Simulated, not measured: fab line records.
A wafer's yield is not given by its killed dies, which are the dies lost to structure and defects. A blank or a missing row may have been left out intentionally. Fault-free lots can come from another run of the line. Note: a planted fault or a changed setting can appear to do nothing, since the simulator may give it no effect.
Which tool was responsible?	flow gf180mcu	Sampling: 7 lots, 21 wafers, 3 of 602 route steps

== WHAT THE GAUGES READ, wafer by wafer ==
GF_V1_OVL_MEAS_15.
lot	measured	on	V1_OVL (nm)
L286	day 18 13:30	overlay-02	4 -3 -1
L290	day 19 15:17	overlay-01	0 3 -5
L297	day 22 18:11	overlay-02	-7 -13 -7
L301	day 24 01:50	overlay-01	-8 -7 -2
L304	day 24 19:50	overlay-02	4 7 7
L306	day 26 04:35	overlay-01	9 14 15
L308	day 26 18:50	overlay-02	-9 -10 -11

== EACH LOT AND THE TOOL THAT RAN IT (in order: tool; ch and the chambers of the sampled wafers; start) ==
lot	GF_HV_LDD_IMPLANT_34	GF_M1_SPUTTER_03
L286	implanter-04 ch 0, day 12 00:38	pvd_sputter-02, day 16 13:25
L290	implanter-04 ch 0, day 12 21:13	pvd_sputter-02, day 17 15:04
L297	implanter-01 ch 0, day 15 13:28	pvd_sputter-04, day 20 17:12
L301	implanter-02 ch 0, day 16 19:49	pvd_sputter-02, day 22 02:28
L304	implanter-02 ch 0, day 17 15:58	pvd_sputter-04, day 22 22:37
L306	implanter-04 ch 0, day 19 02:37	pvd_sputter-04, day 24 08:20
L308	implanter-02 ch 0, day 19 18:46	pvd_sputter-01, day 24 23:19
- GF_HV_LDD_IMPLANT_34
- GF_M1_SPUTTER_03: material Ti, target thk 10 nm, time 6.7 s.

== THE ANSWER, worked out from the rows above alone ==
Rule: the usual values come from the lots themselves. The widest of any qualifying gaps counts: lots, ordered by their means at a reading, are off when they make up no more than a third of the lots, leave a main group of 4 or more, and stand apart from it by 3 or more times the standard deviation of that group's means. A main group is skipped when, at the precision printed for the reading in the tables above, its means are all equal. A lot without any number at a reading at which 4 lots or more have one is off too. Where the step has rows for the other lots, those lots are counted as sound.
No lot is off on any of the readings shown, so nothing can be concluded from this.

== WHAT THE SIMULATOR HAD PUT IN ==
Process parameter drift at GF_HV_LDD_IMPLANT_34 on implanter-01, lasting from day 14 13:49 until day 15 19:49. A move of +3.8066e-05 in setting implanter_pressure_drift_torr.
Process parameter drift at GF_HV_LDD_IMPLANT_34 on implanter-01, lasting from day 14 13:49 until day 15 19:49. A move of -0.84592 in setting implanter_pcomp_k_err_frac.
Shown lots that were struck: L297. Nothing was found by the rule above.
